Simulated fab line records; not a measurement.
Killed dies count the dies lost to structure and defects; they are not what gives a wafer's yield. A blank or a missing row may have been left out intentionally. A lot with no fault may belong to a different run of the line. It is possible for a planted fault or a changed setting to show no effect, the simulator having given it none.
fab line records -- flow sky130
record lots=12, wafers=34, lastDay=50
route steps=708 shown VIA1@470 METAL2@488 VIA2@507 PAD_OPEN@708
lots with no fault: from the same line, run without faults
startH: hours from the record's opening day to when the first of the lot's shown wafers began -- waitH: hours elapsed since this lot's preceding step -- " identical to the entry in the row above -- L1.1+2: one row covering several wafers at once -- - either no value or no given start -- * or withheld: withheld -- < > ~ a bound
route shown NAME@n: a module of which the file shows steps, and the number in the route of the first -- usual: mean/standard deviation of fault-free wafers -- same: alike in all rows -- chamber/n: place in a boat -- sites: per-site readings -- _std_site: standard deviation across them -- _edge_site: outer sites' mean less inner sites' -- radiusMm: how far each site lies from the wafer's centre -- mask NAME#n: copy n -- behind: the most recent tool/chamber to have shaped the wafer -- hold: why the lot was held/for how many hours/how that ended -- device: whichever transistor did not switch (one of n, p or np) -- end of line: the same wafers' tests at the end of the route -- where a step has no rows: the recipe by itself -- killed: the dies lost at the first sort to structure and to defects; this is not the yield of the wafer -- map: the dies of a wafer, with x for killed, . for not killed, _ for no die there
set.NAME: the setting the step ran with; set.NAME@STEP: the setting that earlier step ran with -- model.NAME: the simulator's own value behind a step, which no gauge read
a sample of lots followed through the steps of the route, with each step as a table and each wafer as a row
services: a tool's chamber out of use, with start hour (startH, from the record's first day; less than 0 if before it), hours out, and reason
## steps
# step SKY_VIA1_CD_MEAS_12
# recipe targetCdNm=150
# usual cdNm=148.9/1.8
lot.wafer,tool,chamber,startH,waitH,cdNm
L686.2,cdSem-02,-,819.12,-,148.5
L686.3,cdSem-02,-,819.12,-,147.9
L686.5,cdSem-02,-,819.12,-,148.6
L690.2,cdSem-01,-,826.37,-,148.1
L690.3,cdSem-01,-,826.37,-,148.7
L690.4,cdSem-01,-,826.37,-,147.6
L694.2,cdSem-01,-,854.71,-,149.2
L698.1,cdSem-01,-,883.10,-,151.0
L698.2,cdSem-01,-,883.10,-,149.6
L698.6,cdSem-01,-,883.10,-,152.7
L700.1,cdSem-01,-,890.56,-,146.8
L700.3,cdSem-01,-,890.56,-,148.5
L700.6,cdSem-01,-,890.56,-,147.7
L701.3,cdSem-02,-,897.19,-,149.2
L701.5,cdSem-02,-,897.19,-,148.3
L701.6,cdSem-02,-,897.19,-,147.3
L704.1,cdSem-02,-,934.75,-,149.0
L704.5,cdSem-02,-,934.75,-,148.1
L704.6,cdSem-02,-,934.75,-,147.6
L705.1,cdSem-01,-,934.99,-,151.0
L705.4,cdSem-01,-,934.99,-,149.9
L705.6,cdSem-01,-,934.99,-,149.9
L706.1,cdSem-02,-,940.70,-,147.4
L706.2,cdSem-02,-,940.70,-,147.5
L706.6,cdSem-02,-,940.70,-,148.8
L707.1,cdSem-01,-,945.10,-,149.3
L707.3,cdSem-01,-,945.10,-,150.0
L707.6,cdSem-01,-,945.10,-,151.0
L708.1,cdSem-02,-,947.35,-,150.2
L708.2,cdSem-02,-,947.35,-,150.0
L708.5,cdSem-02,-,947.35,-,149.6
L709.3,cdSem-02,-,959.69,-,149.6
L709.5,cdSem-02,-,959.69,-,148.7
L709.6,cdSem-02,-,959.69,-,148.9
# step SKY_VIA1_ETCH_14
# recipe chemistry=N2/H2, target=BARC, ionEnergyEv=200, sourceW=500, biasW=100, pressureMtorr=30, n2FlowSccm=100, h2FlowSccm=200, stopOn=SiO2, timeS=45.9, targetDepthA=600
# usual drypumpMotorCurrentA=5.6/0.33, oesProductAu=0.854/0.0051, throttleValvePct=13.225/0.0094
lot.wafer,tool,chamber,startH,waitH,drypumpMotorCurrentA,oesProductAu,rfHoursCounterH,throttleValvePct
L686.2,rieDiel-02,1,819.25,0.0,5.7,0.859,2,13.243
L686.3,rieDiel-02,2,819.25,0.0,6.0,0.851,3,13.225
L686.5,rieDiel-02,0,819.25,0.0,6.0,0.854,-,13.226
L690.2,rieDiel-03,3,826.50,0.0,5.0,0.858,4,13.229
L690.3,rieDiel-03,2,826.50,0.0,5.7,0.860,10,13.220
L690.4,rieDiel-03,0,826.50,0.0,5.1,0.858,11,13.223
L694.2,rieDiel-01,0,854.85,0.0,5.8,0.855,23,13.242
L698.1,rieDiel-03,1,883.25,0.0,5.5,0.849,5,13.229
L698.2,rieDiel-03,0,883.25,0.0,5.1,0.851,13,13.228
L698.6,rieDiel-03,0,883.25,0.0,5.1,0.852,-,13.236
L700.1,rieDiel-02,3,890.72,0.0,5.6,0.852,12,13.234
L700.3,rieDiel-02,1,890.72,0.0,5.7,0.849,3,13.238
L700.6,rieDiel-02,2,890.72,0.0,5.9,0.851,-,13.219
L701.3,rieDiel-03,0,897.31,0.0,5.1,0.858,13,13.219
L701.5,rieDiel-03,1,897.31,0.0,5.5,0.850,-,13.219
L701.6,rieDiel-03,2,897.31,0.0,5.6,0.848,-,13.245
L704.1,rieDiel-01,0,934.91,0.0,5.8,0.856,26,13.209
L704.5,rieDiel-01,1,934.91,0.0,5.5,0.855,-,13.210
L704.6,rieDiel-01,0,934.91,0.0,5.8,0.862,-,13.221
L705.1,rieDiel-03,3,935.15,0.0,5.0,0.855,8,13.212
L705.4,rieDiel-03,1,935.15,0.0,5.6,0.858,7,13.238
L705.6,rieDiel-03,0,935.15,0.0,5.1,0.858,-,13.241
L706.1,rieDiel-01,1,940.86,0.0,5.5,0.854,18,13.245
L706.2,rieDiel-01,3,940.86,0.0,5.4,0.843,18,13.224
L706.6,rieDiel-01,2,940.86,0.0,6.1,0.857,-,13.238
L707.1,rieDiel-02,1,945.26,0.0,5.7,0.845,4,13.220
L707.3,rieDiel-02,3,945.26,0.0,5.6,0.854,12,13.214
L707.6,rieDiel-02,2,945.26,0.0,5.9,0.842,-,13.233
L708.1,rieDiel-01,1,947.51,0.0,5.5,0.858,18,13.223
L708.2,rieDiel-01,2,947.51,0.0,6.1,0.854,10,13.229
L708.5,rieDiel-01,1,947.51,0.0,5.5,0.846,-,13.220
L709.3,rieDiel-02,0,959.80,0.0,6.0,0.852,10,13.236
L709.5,rieDiel-02,3,959.80,0.0,5.6,0.852,-,13.231
L709.6,rieDiel-02,0,959.80,0.0,6.0,0.865,-,13.228
# step SKY_METAL2_RS_MEAS_05
# recipe thkMeasGauge=four-point-probe, reads=TiN_of_METAL2_SPUTTER_04+Ti_of_METAL2_SPUTTER_03+AlCu_of_METAL2_SPUTTER_02+TiN_of_METAL2_SPUTTER_01+Ti_of_METAL2_SPUTTER_00
# usual METAL2_ALCU_RS=0.1270/0.0014
lot.wafer,tool,chamber,startH,waitH,METAL2_ALCU_RS[ohm/sq]
L686.2,filmMetro-03,-,820.73,0.0,0.1259
L686.3,filmMetro-03,-,820.73,0.0,0.1253
L686.5,filmMetro-03,-,820.73,0.0,0.1255
L690.2,filmMetro-03,-,827.98,0.0,0.1274
L690.3,filmMetro-03,-,827.98,0.0,0.1281
L690.4,filmMetro-03,-,827.98,0.0,0.1260
L694.2,filmMetro-03,-,856.32,0.0,0.1273
L698.1,filmMetro-03,-,884.77,0.1,0.1264
L698.2,filmMetro-03,-,884.77,0.1,0.1253
L698.6,filmMetro-03,-,884.77,0.1,0.1275
L700.1,filmMetro-01,-,892.27,0.0,0.1263
L700.3,filmMetro-01,-,892.27,0.0,0.1263
L700.6,filmMetro-01,-,892.27,0.0,0.1254
L701.3,filmMetro-02,-,898.84,0.1,0.1271
L701.5,filmMetro-02,-,898.84,0.1,0.1271
L701.6,filmMetro-02,-,898.84,0.1,0.1250
L704.1,filmMetro-02,-,936.54,0.0,0.1298
L704.5,filmMetro-02,-,936.54,0.0,0.1294
L704.6,filmMetro-02,-,936.54,0.0,0.1295
L705.1,filmMetro-03,-,936.99,0.0,0.1270
L705.4,filmMetro-03,-,936.99,0.0,0.1261
L705.6,filmMetro-03,-,936.99,0.0,0.1263
L706.1,filmMetro-02,-,942.38,0.0,0.1248
L706.2,filmMetro-02,-,942.38,0.0,0.1251
L706.6,filmMetro-02,-,942.38,0.0,0.1257
L707.1,filmMetro-01,-,946.82,0.0,0.1262
L707.3,filmMetro-01,-,946.82,0.0,0.1253
L707.6,filmMetro-01,-,946.82,0.0,0.1254
L708.1,filmMetro-01,-,949.40,0.0,0.1291
L708.2,filmMetro-01,-,949.40,0.0,0.1281
L708.5,filmMetro-01,-,949.40,0.0,0.1297
L709.3,filmMetro-03,-,961.30,0.1,0.1261
L709.5,filmMetro-03,-,961.30,0.1,0.1262
L709.6,filmMetro-03,-,961.30,0.1,0.1274
# step SKY_VIA2_HDPCVD_00
# recipe material=SiO2, targetThkNm=1180, sigmaOpenFrac=0.3, timeS=196.7, tempC=400, sih4FlowSccm=60, pressureMtorr=6
# usual pressureMtorr=6.000/0.011, runLengthS=224.5/0.51, susceptorTempC=400.01/0.22
lot.wafer,tool,chamber,startH,waitH,pressureMtorr,runLengthS,susceptorTempC
L686.2,hdpcvd-01,0,846.98,0.0,6.000,224.2,400.03
L686.3,hdpcvd-01,1,846.98,0.0,6.001,225.1,399.78
L686.5,hdpcvd-01,0,846.98,0.0,5.979,223.6,400.47
L690.2,hdpcvd-01,0,855.30,0.0,6.019,305.0,399.92
L690.3,hdpcvd-01,2,855.30,0.0,6.022,224.5,399.97
L690.4,hdpcvd-01,2,855.30,0.0,6.000,224.2,400.13
L694.2,hdpcvd-01,0,883.44,0.0,6.007,305.1,400.12
L698.1,hdpcvd-02,1,910.97,0.0,6.014,224.5,400.18
L698.2,hdpcvd-02,2,910.97,0.0,6.024,224.9,400.02
L698.6,hdpcvd-02,2,910.97,0.0,5.998,224.9,400.09
L700.1,hdpcvd-02,1,918.34,0.0,6.000,224.8,400.05
L700.3,hdpcvd-02,2,918.34,0.0,5.997,224.9,400.08
L700.6,hdpcvd-02,1,918.34,0.0,6.017,224.2,399.84
L701.3,hdpcvd-02,2,924.61,0.0,5.993,224.7,400.17
L701.5,hdpcvd-02,2,924.61,0.0,6.007,225.0,400.16
L701.6,hdpcvd-02,0,924.61,0.0,5.995,224.8,399.83
L704.1,hdpcvd-02,2,962.18,0.0,6.010,224.9,399.76
L704.5,hdpcvd-02,1,962.18,0.0,6.005,224.3,400.06
L704.6,hdpcvd-02,2,962.18,0.0,6.009,224.7,399.49
L705.1,hdpcvd-02,2,963.13,0.0,5.978,224.7,399.86
L705.4,hdpcvd-02,2,963.13,0.0,5.989,224.6,399.66
L705.6,hdpcvd-02,2,963.13,0.0,5.971,225.6,400.02
L706.1,hdpcvd-01,1,967.72,0.0,6.001,224.8,399.97
L706.2,hdpcvd-01,2,967.72,0.0,6.010,224.1,399.90
L706.6,hdpcvd-01,0,967.72,0.0,5.996,223.6,400.57
L707.1,hdpcvd-01,0,971.32,0.0,6.008,223.8,399.85
L707.3,hdpcvd-01,1,971.32,0.0,5.983,225.3,399.64
L707.6,hdpcvd-01,0,971.32,0.0,5.982,223.7,399.97
L708.1,hdpcvd-01,0,974.07,0.0,6.014,223.8,400.18
L708.2,hdpcvd-01,1,974.07,0.0,5.986,224.8,400.12
L708.5,hdpcvd-01,2,974.07,0.0,6.017,224.3,400.20
L709.3,hdpcvd-02,0,985.43,0.0,6.002,224.4,399.94
L709.5,hdpcvd-02,0,985.43,0.0,5.994,225.4,399.90
L709.6,hdpcvd-02,2,985.43,0.0,5.987,225.5,400.11
# step SKY_VIA2_THK_MEAS_01
# recipe reads=SiO2_of_VIA2_HDPCVD_00
# usual VIA2_HDPCVD_THK=1185/13
lot.wafer,tool,chamber,startH,waitH,VIA2_HDPCVD_THK[nm]
L686.2,filmMetro-02,-,847.12,0.1,1213
L686.3,filmMetro-02,-,847.12,0.1,1200
L686.5,filmMetro-02,-,847.12,0.1,1204
L690.2,filmMetro-04,-,855.43,0.1,1688
L690.3,filmMetro-04,-,855.43,0.1,1187
L690.4,filmMetro-04,-,855.43,0.1,1181
L694.2,filmMetro-01,-,883.58,0.1,1672
L698.1,filmMetro-01,-,911.09,0.1,1169
L698.2,filmMetro-01,-,911.09,0.1,1157
L698.6,filmMetro-01,-,911.09,0.1,1181
L700.1,filmMetro-02,-,918.46,0.1,1194
L700.3,filmMetro-02,-,918.46,0.1,1188
L700.6,filmMetro-02,-,918.46,0.1,1190
L701.3,filmMetro-04,-,924.75,0.1,1160
L701.5,filmMetro-04,-,924.75,0.1,1168
L701.6,filmMetro-04,-,924.75,0.1,1172
L704.1,filmMetro-04,-,962.37,0.1,1188
L704.5,filmMetro-04,-,962.37,0.1,1197
L704.6,filmMetro-04,-,962.37,0.1,1191
L705.1,filmMetro-02,-,963.32,0.1,1179
L705.4,filmMetro-02,-,963.32,0.1,1197
L705.6,filmMetro-02,-,963.32,0.1,1174
L706.1,filmMetro-01,-,967.84,0.1,1173
L706.2,filmMetro-01,-,967.84,0.1,1173
L706.6,filmMetro-01,-,967.84,0.1,1183
L707.1,filmMetro-01,-,971.45,0.1,1181
L707.3,filmMetro-01,-,971.45,0.1,1203
L707.6,filmMetro-01,-,971.45,0.1,1177
L708.1,filmMetro-01,-,974.20,0.1,1174
L708.2,filmMetro-01,-,974.20,0.1,1178
L708.5,filmMetro-01,-,974.20,0.1,1186
L709.3,filmMetro-01,-,985.57,0.1,1186
L709.5,filmMetro-01,-,985.57,0.1,1185
L709.6,filmMetro-01,-,985.57,0.1,1156
# step SKY_PAD_OPEN_PROBE_99
# usual defectLimitedYield=82.4/2, killed_at_M0_to_M3=44/7.4, killed_at_M4_up=3.0/1.6, killedAtContacts=24/5, killedAtFrontEnd=15/4.6, killedAtOther=0.4/0.65, killedDies=86/9.6, killedOpen=48/7.4, killedShort=38/6.9, sort_bin_3_pad_short=0.9/0.43, sort_bin_5_function=10.4/1.3, sort_bin_6_memory=6.3/1.2, sortNPass=406/9.6, sortYieldPct=82.4/2
# same grossDies=492, killedAtBackSide=0, sort_bin_4_leakage[%]=0, sort_bin_8_speed[%]=0
lot.wafer,tool,chamber,startH,waitH,defectLimitedYield[%],killed_at_M0_to_M3,killed_at_M4_up,killedAtContacts,killedAtFrontEnd,killedAtOther,killedDies,killedOpen,killedShort,sort_bin_3_pad_short[%],sort_bin_5_function[%],sort_bin_6_memory[%],sortNPass,sortYieldPct[%]
L690.2,prober-01,-,1108.33,0.1,78.0,70,5,15,18,0,108,51,56,0.8,12.4,8.7,384,78.0
L690.3,prober-01,-,1108.38,0.2,79.5,56,4,28,13,0,101,49,52,2.0,10.6,7.9,391,79.5
L690.4,prober-01,-,1108.43,0.2,82.5,39,4,35,8,0,86,54,32,0.8,9.3,7.3,406,82.5
L701.3,prober-02,-,1155.91,0.2,84.8,39,3,16,16,1,75,48,27,1.0,8.7,5.5,417,84.8
L701.5,prober-02,-,1156.01,0.2,82.3,45,2,24,16,0,87,50,37,0.2,9.8,7.7,405,82.3
L701.6,prober-02,-,1156.06,0.2,84.8,39,2,27,7,0,75,35,40,1.0,8.9,5.3,417,84.8
L705.1,prober-02,-,1186.60,0.1,84.1,38,2,27,10,1,78,51,27,0.2,10.8,4.9,414,84.1
L705.4,prober-02,-,1186.75,0.2,86.8,29,3,24,9,0,65,36,29,1.2,8.5,3.5,427,86.8
L705.6,prober-02,-,1186.85,0.2,83.3,35,3,20,24,0,82,44,38,0.8,8.9,6.9,410,83.3
L706.1,prober-01,-,1187.26,0.1,80.9,46,3,33,12,0,94,51,43,1.4,11.8,5.9,398,80.9
L706.2,prober-01,-,1187.31,0.1,85.2,35,4,18,14,2,73,35,38,0.2,9.1,5.5,419,85.2
L706.6,prober-01,-,1187.51,0.2,82.9,48,2,23,11,0,84,58,26,0.8,10.6,5.7,408,82.9
L708.1,prober-01,-,1190.52,0.1,80.9,40,3,25,26,0,94,61,33,0.4,11.6,7.1,398,80.9
L708.2,prober-01,-,1190.57,0.1,86.6,40,2,13,11,0,66,31,35,0.2,7.9,5.3,426,86.6
L708.5,prober-01,-,1190.72,0.2,78.3,49,5,34,19,0,107,62,45,0.8,12.8,8.1,385,78.3
L709.3,prober-02,-,1196.22,0.2,85.6,36,1,18,16,0,71,49,19,1.0,8.3,5.1,421,85.6
L709.5,prober-02,-,1196.32,0.2,79.1,57,6,24,15,1,103,55,46,0.4,12.4,8.1,389,79.1
L709.6,prober-02,-,1196.37,0.2,85.6,33,5,24,7,2,71,50,20,0.8,9.3,4.3,421,85.6
# killed by level:class
L690.2 VIA1:geometricParticle:open=14 VIA1:geometricParticle:short=9 METAL2:geometricParticle:short=9 METAL1:geometricParticle:short=7 POLY_GATE:geometricParticle:short=6 CONTACT:geometricParticle:open=6 VIA3:geometricParticle:open=6 LI_CONTACT:geometricParticle:open=5
L690.3 VIA1:geometricParticle:open=12 LI_CONTACT:geometricParticle:open=9 CONTACT:geometricParticle:open=8 CONTACT:geometricParticle:short=8 VIA1:geometricParticle:short=8 METAL2:geometricParticle:short=8 VIA2:geometricParticle:open=7 METAL1:geometricParticle:short=6
L690.4 VIA1:geometricParticle:open=12 LI_CONTACT:geometricParticle:open=11 CONTACT:geometricParticle:open=9 LI_CONTACT:geometricParticle:short=7 METAL1:geometricParticle:short=7 VIA3:geometricParticle:open=7 FIELD_ISO:geometricParticle:open=6 CONTACT:geometricParticle:short=6
L701.3 CONTACT:geometricParticle:open=9 VIA2:geometricParticle:open=9 VIA3:geometricParticle:open=6 VIA1:geometricParticle:open=5 FIELD_ISO:geometricParticle:short=4 POLY_CUT:geometricParticle:open=4 POLY_GATE:geometricParticle:open=3 LI_CONTACT:geometricParticle:open=3
L701.5 VIA3:geometricParticle:open=11 CONTACT:geometricParticle:open=9 VIA2:geometricParticle:open=9 CONTACT:geometricParticle:short=7 VIA1:geometricParticle:open=7 POLY_GATE:geometricParticle:short=5 LI_CONTACT:geometricParticle:open=5 METAL3:geometricParticle:short=5
L701.6 VIA1:geometricParticle:open=11 LOCAL_INTERCONNECT:geometricParticle:short=9 VIA3:geometricParticle:open=7 CONTACT:geometricParticle:short=6 VIA2:geometricParticle:short=5 VIA2:geometricParticle:open=5 FIELD_ISO:geometricParticle:short=4 VIA1:geometricParticle:short=4
L705.1 CONTACT:geometricParticle:open=14 VIA1:geometricParticle:open=10 VIA2:geometricParticle:open=7 CONTACT:geometricParticle:short=6 POLY_GATE:geometricParticle:short=5 VIA3:geometricParticle:open=5 LI_CONTACT:geometricParticle:open=5 METAL1:geometricParticle:open=4
L705.4 CONTACT:geometricParticle:open=9 LI_CONTACT:geometricParticle:open=8 VIA1:geometricParticle:open=5 METAL3:geometricParticle:short=5 METAL2:geometricParticle:short=4 LOCAL_INTERCONNECT:geometricParticle:open=3 METAL4:geometricParticle:short=3 VIA2:geometricParticle:open=3
L705.6 VIA1:geometricParticle:short=8 VIA3:geometricParticle:open=7 FIELD_ISO:geometricParticle:short=6 CONTACT:geometricParticle:short=6 VIA1:geometricParticle:open=6 VIA2:geometricParticle:open=6 CONTACT:geometricParticle:open=5 FIELD_ISO:geometricParticle:open=4
L706.1 VIA1:geometricParticle:open=11 CONTACT:geometricParticle:short=10 LI_CONTACT:geometricParticle:open=9 VIA3:geometricParticle:open=8 CONTACT:geometricParticle:open=8 VIA2:geometricParticle:open=5 METAL1:geometricParticle:short=5 METAL2:geometricParticle:short=5
L706.2 CONTACT:geometricParticle:short=8 CONTACT:geometricParticle:open=8 VIA3:geometricParticle:open=6 METAL1:geometricParticle:short=6 VIA2:geometricParticle:open=6 POLY_GATE:geometricParticle:open=4 VIA1:geometricParticle:open=4 VIA2:geometricParticle:short=4
L706.6 VIA1:geometricParticle:open=13 LI_CONTACT:geometricParticle:open=11 VIA3:geometricParticle:open=8 CONTACT:geometricParticle:open=8 VIA2:geometricParticle:open=6 METAL1:geometricParticle:short=5 VIA2:geometricParticle:short=4 FIELD_ISO:geometricParticle:open=3
L708.1 FIELD_ISO:geometricParticle:open=12 LI_CONTACT:geometricParticle:open=11 VIA1:geometricParticle:open=8 FIELD_ISO:geometricParticle:short=7 CONTACT:geometricParticle:open=7 VIA2:geometricParticle:open=7 VIA1:geometricParticle:short=5 METAL1:geometricParticle:short=4
L708.2 METAL1:geometricParticle:short=7 VIA1:geometricParticle:open=7 CONTACT:geometricParticle:open=6 VIA1:geometricParticle:short=5 METAL3:geometricParticle:short=5 FIELD_ISO:geometricParticle:short=4 VIA2:geometricParticle:open=4 VIA3:geometricParticle:open=4
L708.5 CONTACT:geometricParticle:open=12 VIA1:geometricParticle:open=11 VIA2:geometricParticle:open=11 LI_CONTACT:geometricParticle:open=9 METAL2:geometricParticle:short=7 FIELD_ISO:geometricParticle:open=6 FIELD_ISO:geometricParticle:short=6 CONTACT:geometricParticle:short=5
L709.3 VIA1:geometricParticle:open=11 VIA2:geometricParticle:open=7 CONTACT:geometricParticle:open=7 VIA3:geometricParticle:open=6 LI_CONTACT:geometricParticle:open=5 FIELD_ISO:geometricParticle:open=4 POLY_GATE:geometricParticle:open=4 LOCAL_INTERCONNECT:geometricParticle:short=4
L709.5 VIA1:geometricParticle:open=15 VIA3:geometricParticle:open=10 LI_CONTACT:geometricParticle:open=8 CONTACT:geometricParticle:open=7 METAL1:geometricParticle:short=7 METAL4:geometricParticle:short=5 METAL2:geometricParticle:short=5 VIA2:geometricParticle:open=5
L709.6 VIA1:geometricParticle:open=13 CONTACT:geometricParticle:open=10 LI_CONTACT:geometricParticle:open=6 VIA3:geometricParticle:open=5 LOCAL_INTERCONNECT:geometricParticle:short=4 METAL1:geometricParticle:short=3 METAL2:geometricParticle:short=3 VIA2:geometricParticle:open=3
## services
tool,chamber,startH,hours,kind
rieDiel-01,3,804.22,4.9,repair
hdpcvd-01,2,817.70,6.1,repair
rieDiel-01,-,824.86,2.8,pm
rieDiel-01,2,839.22,10.1,repair
rieDiel-02,3,860.19,7.9,repair
rieDiel-02,-,862.02,28.1,pm
rieDiel-03,3,865.36,1.8,repair
rieDiel-02,3,896.18,27.6,repair
rieDiel-01,3,897.86,6.3,repair
rieDiel-03,-,910.67,0.5,repair
hdpcvd-01,-,950.25,15.0,pm
hdpcvd-01,0,950.25,15.0,ventCycle
hdpcvd-01,1,950.25,15.0,ventCycle
hdpcvd-01,2,950.25,15.0,ventCycle
hdpcvd-01,1,950.34,14.9,repair
hdpcvd-02,0,951.66,12.9,repair
hdpcvd-01,0,965.25,-,clean
hdpcvd-01,1,965.25,-,clean
hdpcvd-01,2,965.25,-,clean
rieDiel-03,0,978.28,4.3,repair
rieDiel-01,0,980.65,8.1,repair
rieDiel-01,3,983.46,3.2,repair
## key
firstSign step=SKY_VIA2_HDPCVD_00, reading=runLengthS, direction=up, sigmas=99+, usual=*, struck=*
effect step=SKY_VIA2_THK_MEAS_01, reading=VIA2_HDPCVD_THK, direction=up, sigmas=39, usual=1185, struck=1680
metAt SKY_VIA2_HDPCVD_00
struckLots L690,L694
struckWafers L690.2,L694.2
rowsEnd L694.2
notActingAt SKY_VIA1_CD_MEAS_12,SKY_VIA1_ETCH_14,SKY_METAL2_RS_MEAS_05
onsetBetween 846.98 855.30
fault kind=processParameterDrift, tool=hdpcvd-01, chamber=0, onsetH=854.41, steps=SKY_VIA2_HDPCVD_00, channel=timeS, offset=*, shape=step, endH=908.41, actsIn=*, stated=*
# rowsEnd: these wafers met a further fault down the route, and their rows from its step on are left out
